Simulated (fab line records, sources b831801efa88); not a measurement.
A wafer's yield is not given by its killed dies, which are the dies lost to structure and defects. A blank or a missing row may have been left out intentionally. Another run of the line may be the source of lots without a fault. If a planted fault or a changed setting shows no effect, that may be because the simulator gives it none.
fab line records + flow sky130
[record]
- lots = 12
- wafers = 36
- lastDay = 50
route steps=708 shown LI_CONTACT@385 CONTACT@414
lots that met no fault: from a run of the same line without faults
startH: the number of hours between the record's first day and the start of the first shown wafer of the lot + waitH: hours from the lot's prior step to this one + " the same as in the row above + L1.1+2: several wafers, shown together as one row + - value missing, or start not given + * or withheld: withheld + < > ~ a bound
route shown NAME@n: NAME is a module with steps in the file, n the number in the route of the first one + usual: average and standard deviation across the fault-free wafers + same: alike in all rows + chamber/n: place in a boat + sites: each site's reading + _std_site: their standard deviation + _edge_site: inner sites' mean taken away from outer sites' mean + radiusMm: for every site, how far away it sits from the centre of the wafer + mask NAME#n: copy n + behind: the last tool/chamber to shape the wafer + hold: cause of the lot's hold/its duration in hours/its outcome + device: transistor that didn't switch, given as n, p or np + end of line: the tests these same wafers got at the end of their route + a step given without rows: its recipe and nothing more + killed: not the wafer's yield, but the dies lost to structure and defects at the first sort + map: a wafer's dies, marking killed ones x, the rest . and places with no die _
set.NAME: the setting that was run; set.NAME@STEP: the one run at that earlier step + model.NAME: the simulator's own value behind a step, which no gauge read
steps of the route over a sample of lots; a table a step, a row a wafer
services: a tool's chamber out of use, with start hour (startH, from the record's first day; less than 0 if before it), hours out, and reason
[[steps]]
[step SKY_LI_CONTACT_THK_MEAS_23]
[recipe]
- thkMeasGauge = xrf
- reads = W_of_LI_CONTACT_CVD_21
[usual]
- LI_CONTACT_W_THK = 404/6.1
| lot.wafer | tool         | chamber | startH | waitH | LI_CONTACT_W_THK[nm] |
|-----------|--------------|---------|--------|-------|----------------------|
| L624.1    | filmMetro-03 | -       | 673.08 | 0.1   | 393                  |
| L624.2    | "            | -       | "      | "     | 402                  |
| L624.6    | "            | -       | "      | "     | 408                  |
| L627.2    | filmMetro-02 | -       | 696.43 | 0.1   | 410                  |
| L627.5    | "            | -       | "      | "     | 404                  |
| L627.6    | "            | -       | "      | "     | 413                  |
| L630.2    | filmMetro-03 | -       | 719.18 | 0.1   | 406                  |
| L630.5    | "            | -       | "      | "     | 403                  |
| L630.6    | "            | -       | "      | "     | 403                  |
| L631.1    | filmMetro-02 | -       | 735.27 | 0.1   | 412                  |
| L631.2    | "            | -       | "      | "     | 412                  |
| L631.6    | "            | -       | "      | "     | 412                  |
| L633.2    | filmMetro-03 | -       | 753.66 | 0.1   | 397                  |
| L633.4    | "            | -       | "      | "     | 397                  |
| L633.6    | "            | -       | "      | "     | 400                  |
| L635.1    | filmMetro-02 | -       | 764.87 | 0.1   | 412                  |
| L635.4    | "            | -       | "      | "     | 400                  |
| L635.5    | "            | -       | "      | "     | 404                  |
| L636.1    | filmMetro-03 | -       | 776.37 | 0.1   | 395                  |
| L636.2    | "            | -       | "      | "     | 399                  |
| L636.4    | "            | -       | "      | "     | 392                  |
| L637.3    | filmMetro-01 | -       | 783.99 | 0.1   | 401                  |
| L637.4    | "            | -       | "      | "     | 399                  |
| L637.6    | "            | -       | "      | "     | 402                  |
| L638.1    | filmMetro-03 | -       | 786.17 | 0.1   | 404                  |
| L638.4    | "            | -       | "      | "     | 398                  |
| L638.6    | "            | -       | "      | "     | 396                  |
| L639.1    | filmMetro-01 | -       | 800.22 | 0.1   | 408                  |
| L639.2    | "            | -       | "      | "     | 403                  |
| L639.4    | "            | -       | "      | "     | 408                  |
| L645.3    | filmMetro-03 | -       | 839.34 | 0.1   | 403                  |
| L645.4    | "            | -       | "      | "     | 398                  |
| L645.5    | "            | -       | "      | "     | 401                  |
| L647.3    | filmMetro-03 | -       | 851.46 | 0.1   | 400                  |
| L647.4    | "            | -       | "      | "     | 400                  |
| L647.5    | "            | -       | "      | "     | 401                  |
[step SKY_CONTACT_COAT_08]
[recipe]
- resist = BARC
- tempC = withheld
- timeS = withheld
- spinRpm = 3000
- resistThkNm = 60
[usual]
- resistLineTempC = *
| lot.wafer | tool          | chamber | startH | waitH | resistLineTempC |
|-----------|---------------|---------|--------|-------|-----------------|
| L624.1    | lithoTrack-03 | 0       | 717.34 | 0.1   | *               |
| L624.2    | "             | 0       | "      | "     | *               |
| L624.6    | "             | 0       | "      | "     | *               |
| L627.2    | lithoTrack-03 | 0       | 738.92 | 0.1   | *               |
| L627.5    | "             | 0       | "      | "     | *               |
| L627.6    | "             | 0       | "      | "     | *               |
| L630.2    | lithoTrack-03 | 0       | 762.12 | 0.1   | *               |
| L630.5    | "             | 0       | "      | "     | *               |
| L630.6    | "             | 0       | "      | "     | *               |
| L631.1    | lithoTrack-03 | 0       | 777.69 | 0.1   | *               |
| L631.2    | "             | 0       | "      | "     | *               |
| L631.6    | "             | 0       | "      | "     | *               |
| L633.2    | lithoTrack-03 | 0       | 795.37 | 0.1   | *               |
| L633.4    | "             | 0       | "      | "     | *               |
| L633.6    | "             | 0       | "      | "     | *               |
| L635.1    | lithoTrack-04 | 0       | 805.56 | 0.1   | *               |
| L635.4    | "             | 0       | "      | "     | *               |
| L635.5    | "             | 0       | "      | "     | *               |
| L636.1    | lithoTrack-03 | 0       | 817.14 | 0.1   | *               |
| L636.2    | "             | 0       | "      | "     | *               |
| L636.4    | "             | 0       | "      | "     | *               |
| L637.3    | lithoTrack-03 | 0       | 825.44 | 0.1   | *               |
| L637.4    | "             | 0       | "      | "     | *               |
| L637.6    | "             | 0       | "      | "     | *               |
| L638.1    | lithoTrack-03 | 0       | 827.74 | 0.1   | *               |
| L638.4    | "             | 0       | "      | "     | *               |
| L638.6    | "             | 0       | "      | "     | *               |
| L639.1    | lithoTrack-01 | 0       | 840.57 | 0.1   | *               |
| L639.2    | "             | 0       | "      | "     | *               |
| L639.4    | "             | 0       | "      | "     | *               |
| L645.3    | lithoTrack-04 | 0       | 879.56 | 0.1   | *               |
| L645.4    | "             | 0       | "      | "     | *               |
| L645.5    | "             | 0       | "      | "     | *               |
| L647.3    | lithoTrack-04 | 0       | 891.96 | 0.1   | *               |
| L647.4    | "             | 0       | "      | "     | *               |
| L647.5    | "             | 0       | "      | "     | *               |
[step SKY_CONTACT_OVL_MEAS_15]
[usual]
- CONTACT_OVL = 1/4.8
| lot.wafer | tool       | chamber | startH | waitH | CONTACT_OVL[nm] |
|-----------|------------|---------|--------|-------|-----------------|
| L624.1    | overlay-02 | -       | 731.99 | 0.1   | 1               |
| L624.2    | "          | -       | "      | "     | -1              |
| L624.6    | "          | -       | "      | "     | -1              |
| L627.2    | overlay-01 | -       | 753.12 | 0.1   | 5               |
| L627.5    | "          | -       | "      | "     | 3               |
| L627.6    | "          | -       | "      | "     | 3               |
| L630.2    | overlay-02 | -       | 776.12 | 0.1   | -4              |
| L630.5    | "          | -       | "      | "     | 3               |
| L630.6    | "          | -       | "      | "     | -1              |
| L631.1    | overlay-01 | -       | 790.93 | 0.1   | 11              |
| L631.2    | "          | -       | "      | "     | 9               |
| L631.6    | "          | -       | "      | "     | 3               |
| L633.2    | overlay-02 | -       | 809.02 | 0.1   | 1               |
| L633.4    | "          | -       | "      | "     | -2              |
| L633.6    | "          | -       | "      | "     | -2              |
| L635.1    | overlay-01 | -       | 819.59 | 0.1   | 7               |
| L635.4    | "          | -       | "      | "     | 7               |
| L635.5    | "          | -       | "      | "     | 7               |
| L636.1    | overlay-02 | -       | 831.14 | 0.1   | 3               |
| L636.2    | "          | -       | "      | "     | -2              |
| L636.4    | "          | -       | "      | "     | -1              |
| L637.3    | overlay-02 | -       | 838.84 | 0.1   | -4              |
| L637.4    | "          | -       | "      | "     | -4              |
| L637.6    | "          | -       | "      | "     | 2               |
| L638.1    | overlay-02 | -       | 840.58 | 0.1   | -1              |
| L638.4    | "          | -       | "      | "     | -4              |
| L638.6    | "          | -       | "      | "     | -7              |
| L639.1    | overlay-02 | -       | 854.89 | 0.1   | 6               |
| L639.2    | "          | -       | "      | "     | 4               |
| L639.4    | "          | -       | "      | "     | 2               |
| L645.3    | overlay-02 | -       | 892.89 | 0.1   | 4               |
| L645.4    | "          | -       | "      | "     | 5               |
| L645.5    | "          | -       | "      | "     | 6               |
| L647.3    | overlay-02 | -       | 904.89 | 0.1   | -3              |
| L647.4    | "          | -       | "      | "     | -1              |
| L647.5    | "          | -       | "      | "     | 0               |
[step SKY_CONTACT_ETCH_16]
[recipe]
- chemistry = N2/H2
- target = BARC
- ionEnergyEv = 200
- sourceW = 500
- biasW = 100
- pressureMtorr = 30
- n2FlowSccm = 100
- h2FlowSccm = 200
- stopOn = SiO2
- timeS = 45.9
- targetDepthA = 600
[usual]
- chamberPressureMTorr = 29.995/0.028
- drypumpMotorCurrentA = 5.8/0.55
- oesProductAu = 0.854/0.0048
- throttleValvePct = 13.225/0.0099
[same]
- timeS = 45.9
| lot.wafer | tool       | chamber | startH | waitH | chamberPressureMTorr | drypumpMotorCurrentA | oesProductAu | rfHoursCounterH | throttleValvePct |
|-----------|------------|---------|--------|-------|----------------------|----------------------|--------------|-----------------|------------------|
| L624.1    | rieDiel-03 | 3       | 732.03 | 0.0   | 29.991               | 6.3                  | 0.858        | 12              | 13.215           |
| L624.2    | "          | 1       | "      | "     | 29.960               | 6.3                  | 0.858        | 5               | 13.221           |
| L624.6    | "          | 2       | "      | "     | 29.966               | 6.4                  | 0.859        | -               | 13.229           |
| L627.2    | rieDiel-04 | 2       | 753.15 | 0.0   | 30.005               | 5.2                  | 0.855        | 9               | 13.221           |
| L627.5    | "          | 2       | "      | "     | 29.997               | 5.2                  | 0.854        | -               | 13.224           |
| L627.6    | "          | 1       | "      | "     | 30.003               | 5.6                  | 0.854        | -               | 13.230           |
| L630.2    | rieDiel-01 | 0       | 776.15 | 0.0   | 29.967               | 5.2                  | 0.856        | 23              | 13.228           |
| L630.5    | "          | 2       | "      | "     | 30.051               | 5.2                  | 0.859        | -               | 13.235           |
| L630.6    | "          | 1       | "      | "     | 30.000               | 6.6                  | 0.849        | -               | 13.208           |
| L631.1    | rieDiel-01 | 2       | 790.97 | 0.0   | 30.001               | 5.2                  | 0.845        | 23              | 13.226           |
| L631.2    | "          | 0       | "      | "     | 30.055               | 5.2                  | 0.857        | 23              | 13.230           |
| L631.6    | "          | 2       | "      | "     | 29.987               | 5.2                  | 0.856        | -               | 13.227           |
| L633.2    | rieDiel-01 | 3       | 809.05 | 0.0   | 30.003               | 5.2                  | 0.859        | 7               | 13.220           |
| L633.4    | "          | 0       | "      | "     | 29.929               | 5.2                  | 0.859        | -               | 13.213           |
| L633.6    | "          | 2       | "      | "     | 30.007               | 5.2                  | 0.855        | -               | 13.230           |
| L635.1    | rieDiel-04 | 0       | 819.63 | 0.0   | 30.016               | 5.7                  | 0.848        | 1               | 13.219           |
| L635.4    | "          | 2       | "      | "     | 29.994               | 5.2                  | 0.849        | 11              | 13.226           |
| L635.5    | "          | 3       | "      | "     | 29.977               | 5.1                  | 0.854        | -               | 13.230           |
| L636.1    | rieDiel-04 | 0       | 831.18 | 0.0   | 30.009               | 5.7                  | 0.860        | 1               | 13.218           |
| L636.2    | "          | 1       | "      | "     | 29.974               | 5.6                  | 0.853        | 12              | 13.219           |
| L636.4    | "          | 0       | "      | "     | 30.037               | 5.7                  | 0.858        | -               | 13.230           |
| L637.3    | rieDiel-03 | 3       | 838.87 | 0.0   | 30.032               | 6.3                  | 0.900        | 15              | 13.232           |
| L637.4    | "          | 0       | "      | "     | 29.963               | 5.3                  | 0.893        | 3               | 13.248           |
| L637.6    | "          | 2       | "      | "     | 30.014               | 6.4                  | 0.894        | -               | 13.220           |
| L638.1    | rieDiel-03 | 3       | 840.62 | 0.0   | 30.014               | 6.3                  | 0.882        | 15              | 13.237           |
| L638.4    | "          | 1       | "      | "     | 30.016               | 6.4                  | 0.885        | 9               | 13.225           |
| L638.6    | "          | 3       | "      | "     | 29.969               | 6.3                  | 0.894        | -               | 13.227           |
| L639.1    | rieDiel-03 | 2       | 854.93 | 0.0   | 29.992               | 6.4                  | 0.850        | 11              | 13.240           |
| L639.2    | "          | 3       | "      | "     | 29.989               | 6.3                  | 0.855        | 15              | 13.235           |
| L639.4    | "          | 1       | "      | "     | 29.993               | 6.3                  | 0.852        | -               | 13.219           |
| L645.3    | rieDiel-03 | 0       | 892.92 | 0.0   | 29.985               | 5.3                  | 0.867        | 4               | 13.234           |
| L645.4    | "          | 1       | "      | "     | 30.003               | 6.3                  | 0.860        | 11              | 13.232           |
| L645.5    | "          | 0       | "      | "     | 30.028               | 5.3                  | 0.855        | -               | 13.227           |
| L647.3    | rieDiel-04 | 1       | 904.92 | 0.0   | 30.017               | 5.6                  | 0.854        | 13              | 13.209           |
| L647.4    | "          | 0       | "      | "     | 29.959               | 5.7                  | 0.865        | 3               | 13.219           |
| L647.5    | "          | 1       | "      | "     | 29.989               | 5.6                  | 0.851        | -               | 13.224           |
[step SKY_CONTACT_ETCH_18]
[recipe]
- target = Si3N4
- chemistry = CHF3/O2
- stopOn = TiN
- sourceW = 600
- biasW = 200
- pressureMtorr = 40
- chf3FlowSccm = 50
- O2_flow_sccm = 5
- timeS = 39
- targetDepthA = 750
[usual]
- chamberPressureMTorr = 40.00/0.034
- drypumpMotorCurrentA = 5.7/0.55
- oesProductAu = 0.852/0.0081
- throttleValvePct = 8.793/0.0091
[same]
- timeS = 39
| lot.wafer | tool       | chamber | startH | waitH | chamberPressureMTorr | drypumpMotorCurrentA | oesProductAu | rfHoursCounterH | throttleValvePct |
|-----------|------------|---------|--------|-------|----------------------|----------------------|--------------|-----------------|------------------|
| L624.1    | rieDiel-03 | 3       | -      | -     | 40.03                | 6.3                  | 0.856        | 12              | 8.786            |
| L624.2    | "          | 1       | "      | "     | 39.99                | 6.3                  | 0.849        | 6               | 8.799            |
| L624.6    | "          | 2       | "      | "     | 40.00                | 6.4                  | 0.859        | -               | 8.788            |
| L627.2    | rieDiel-04 | 2       | -      | -     | 39.98                | 5.2                  | 0.851        | 9               | 8.787            |
| L627.5    | "          | 2       | "      | "     | 39.97                | 5.2                  | 0.857        | -               | 8.793            |
| L627.6    | "          | 1       | "      | "     | 40.00                | 5.6                  | 0.855        | -               | 8.794            |
| L630.2    | rieDiel-01 | 0       | -      | -     | 39.99                | 5.2                  | 0.851        | 23              | 8.798            |
| L630.5    | "          | 2       | "      | "     | 40.00                | 5.2                  | 0.869        | -               | 8.793            |
| L630.6    | "          | 1       | "      | "     | 39.98                | 6.6                  | 0.861        | -               | 8.809            |
| L631.1    | rieDiel-01 | 2       | -      | -     | 40.01                | 5.2                  | 0.850        | 23              | 8.793            |
| L631.2    | "          | 0       | "      | "     | 40.05                | 5.2                  | 0.838        | 23              | 8.781            |
| L631.6    | "          | 2       | "      | "     | 40.02                | 5.2                  | 0.849        | -               | 8.785            |
| L633.2    | rieDiel-01 | 3       | -      | -     | 40.05                | 5.2                  | 0.854        | 7               | 8.797            |
| L633.4    | "          | 0       | "      | "     | 40.03                | 5.2                  | 0.854        | -               | 8.798            |
| L633.6    | "          | 2       | "      | "     | 40.04                | 5.2                  | 0.863        | -               | 8.797            |
| L635.1    | rieDiel-04 | 0       | -      | -     | 40.00                | 5.7                  | 0.847        | 1               | 8.808            |
| L635.4    | "          | 2       | "      | "     | 40.02                | 5.3                  | 0.856        | 11              | 8.791            |
| L635.5    | "          | 3       | "      | "     | 40.03                | 5.1                  | 0.849        | -               | 8.800            |
| L636.1    | rieDiel-04 | 0       | -      | -     | 40.04                | 5.7                  | 0.842        | 1               | 8.800            |
| L636.2    | "          | 1       | "      | "     | 40.02                | 5.7                  | 0.844        | 12              | 8.788            |
| L636.4    | "          | 0       | "      | "     | 40.02                | 5.7                  | 0.849        | -               | 8.778            |
| L637.3    | rieDiel-03 | 3       | -      | -     | 39.98                | 6.3                  | 0.846        | 15              | 8.784            |
| L637.4    | "          | 0       | "      | "     | 40.05                | 5.3                  | 0.849        | 3               | 8.794            |
| L637.6    | "          | 2       | "      | "     | 39.98                | 6.4                  | 0.859        | -               | 8.797            |
| L638.1    | rieDiel-03 | 3       | -      | -     | 40.00                | 6.3                  | 0.846        | 15              | 8.789            |
| L638.4    | "          | 1       | "      | "     | 39.95                | 6.4                  | 0.833        | 9               | 8.789            |
| L638.6    | "          | 3       | "      | "     | 40.05                | 6.3                  | 0.857        | -               | 8.803            |
| L639.1    | rieDiel-03 | 2       | -      | -     | 40.11                | 6.4                  | 0.856        | 11              | 8.794            |
| L639.2    | "          | 3       | "      | "     | 40.00                | 6.3                  | 0.855        | 15              | 8.799            |
| L639.4    | "          | 1       | "      | "     | 40.04                | 6.3                  | 0.857        | -               | 8.786            |
| L645.3    | rieDiel-03 | 0       | -      | -     | 40.01                | 5.3                  | 0.852        | 4               | 8.794            |
| L645.4    | "          | 1       | "      | "     | 40.00                | 6.3                  | 0.871        | 11              | 8.798            |
| L645.5    | "          | 0       | "      | "     | 40.00                | 5.4                  | 0.862        | -               | 8.801            |
| L647.3    | rieDiel-04 | 1       | -      | -     | 39.97                | 5.6                  | 0.849        | 13              | 8.797            |
| L647.4    | "          | 0       | "      | "     | 40.08                | 5.7                  | 0.864        | 3               | 8.798            |
| L647.5    | "          | 1       | "      | "     | 40.00                | 5.6                  | 0.852        | -               | 8.785            |
[[services]]
| tool       | chamber | startH | hours | kind          |
|------------|---------|--------|-------|---------------|
| rieDiel-01 | 0       | 696.56 | 4.5   | repair        |
| rieDiel-03 | -       | 699.34 | 15.6  | pm            |
| rieDiel-04 | -       | 721.43 | 4.3   | pm            |
| rieDiel-04 | 3       | 738.19 | 5.8   | repair        |
| rieDiel-04 | 0       | 740.58 | 3.4   | repair        |
| rieDiel-04 | 0       | 744.01 | -     | clean         |
| rieDiel-04 | 0       | 744.01 | 25.5  | scheduledDown |
| rieDiel-04 | 0       | 744.01 | 25.5  | ventCycle     |
| rieDiel-03 | 0       | 745.26 | -     | clean         |
| rieDiel-03 | 0       | 745.26 | 17.7  | scheduledDown |
| rieDiel-03 | 0       | 745.26 | 17.7  | ventCycle     |
| rieDiel-03 | -       | 750.71 | 2.8   | pm            |
| rieDiel-01 | -       | 752.40 | 2.8   | pm            |
| rieDiel-01 | 1       | 786.16 | 32.2  | repair        |
| rieDiel-04 | 0       | 797.21 | 8.0   | repair        |
| rieDiel-04 | -       | 801.62 | 14.6  | pm            |
| rieDiel-01 | 1       | 821.32 | -     | clean         |
| rieDiel-01 | 1       | 821.32 | 17.7  | scheduledDown |
| rieDiel-04 | 3       | 830.35 | 4.9   | repair        |
| rieDiel-03 | 0       | 852.65 | 8.7   | repair        |
| rieDiel-01 | 2       | 859.01 | 1.7   | repair        |
| rieDiel-03 | 0       | 886.30 | 2.8   | repair        |
| rieDiel-04 | -       | 899.83 | 0.1   | repair        |
| rieDiel-01 | 3       | 901.56 | 15.3  | repair        |
[[key]]
[firstSign]
- step = SKY_CONTACT_ETCH_16
- reading = oesProductAu
- direction = up
- sigmas = 7.7
- usual = 0.854
- struck = 0.891
effect none on later readings
metAt SKY_CONTACT_COAT_08
struckLots L637,L638
testerLeftOut L637,L638
notActingAt SKY_LI_CONTACT_THK_MEAS_23,SKY_CONTACT_OVL_MEAS_15,SKY_CONTACT_ETCH_18
onsetBetween 817.14 825.44
[fault]
- kind = processParameterDrift
- tool = lithoTrack-03
- chamber = -
- onsetH = 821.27
- steps = SKY_CONTACT_COAT_08
- channel = resistThkNm
- offset = 4.804
- shape = step
- endH = 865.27
- actsIn = theseRecipesOnly
- stated = 60
// testerLeftOut: of these lots the tester's yield and bins aren't shown, on N5 and GAA mostly nor the transistor test; their killed dies are dies lost to structure and defects alone, not to doping, threshold or leakage, so they don't give the yield
